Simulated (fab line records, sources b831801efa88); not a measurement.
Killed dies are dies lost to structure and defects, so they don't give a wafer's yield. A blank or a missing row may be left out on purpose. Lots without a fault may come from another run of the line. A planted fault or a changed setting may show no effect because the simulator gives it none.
Chamber matching | flow sky130 | SKY_CONTACT_ETCH_16 on rie_diel-01: 4 sister chambers
The step etches BARC in N2/H2, stops on SiO2, time 45.9 s, target depth 60 nm. 16 wafers are shown with their chamber, then 8 later ones without.

WAFERS WITH THEIR CHAMBER
wafer  | chamber | drypump_motor_current_A (A) | rf_fwd_power_W (W) | throttle_valve_pct (%)
L075.2 | 0       | 5.7                         | 494.2              | 13.218
L075.3 | 1       | 5.5                         | 492.0              | 13.226
L075.6 | 3       | 6.1                         | 493.3              | 13.220
L079.1 | 1       | 5.5                         | 495.5              | 13.216
L079.2 | 2       | 5.9                         | 495.9              | 13.227
L079.4 | 3       | 6.1                         | 494.0              | 13.230
L078.1 | 2       | 5.9                         | 494.5              | 13.221
L078.2 | 3       | 6.1                         | 492.3              | 13.216
L078.4 | 2       | 5.9                         | 495.4              | 13.232
L085.4 | 3       | 6.1                         | 492.1              | 13.229
L085.5 | 1       | 5.4                         | 489.3              | 13.213
L085.6 | 0       | 5.7                         | 494.9              | 13.224
L087.1 | 0       | 5.7                         | 495.1              | 13.206
L087.3 | 2       | 5.9                         | 493.7              | 13.222
L087.4 | 1       | 5.5                         | 494.4              | 13.231
L091.4 | 1       | 5.5                         | 495.0              | 13.222

SIGNATURES (means of the wafers above)
reading                 | chamber 0 | chamber 1 | chamber 2 | chamber 3 | scatter within a chamber
drypump_motor_current_A | 5.700     | 5.480     | 5.900     | 6.100     | 0.0258
rf_fwd_power_W          | 494.733   | 493.240   | 494.875   | 492.925   | 1.64
throttle_valve_pct      | 13.21600  | 13.22160  | 13.22550  | 13.22375  | 0.00706
Rule: a wafer's distance from a chamber is the root of the sum, over the readings, of the square of ((its reading less the chamber's mean) divided by the reading's scatter). The wafer belongs to the nearest chamber; if the next one is less than 2 further off, it can't be placed. The scatter: the root of (the sum of the squares of (reading less its chamber's mean) over the shown wafers, divided by (wafers less chambers)).

WAFERS WITHOUT THEIR CHAMBER
wafer  | drypump_motor_current_A (A) | rf_fwd_power_W (W) | throttle_valve_pct (%)
L091.5 | 5.9                         | 493.2              | 13.227
L091.6 | 5.5                         | 496.4              | 13.242
L092.3 | 5.5                         | 494.8              | 13.232
L092.4 | 5.9                         | 494.3              | 13.233
L092.6 | 5.9                         | 493.3              | 13.227
L096.4 | 5.9                         | 495.1              | 13.220
L096.5 | 5.4                         | 497.2              | 13.239
L096.6 | 5.7                         | 493.5              | 13.247

WHICH CHAMBER EACH WENT THROUGH
wafer  | from the rows above | in truth
L091.5 | 2                   | 2
L091.6 | 1                   | 1
L092.3 | 1                   | 1
L092.4 | 2                   | 2
L092.6 | 2                   | 2
L096.4 | 2                   | 2
L096.5 | 1                   | 1
L096.6 | 0                   | 0
Placed correctly: 8 of 8. Can't be placed from these rows: 0. Placed wrongly: 0.
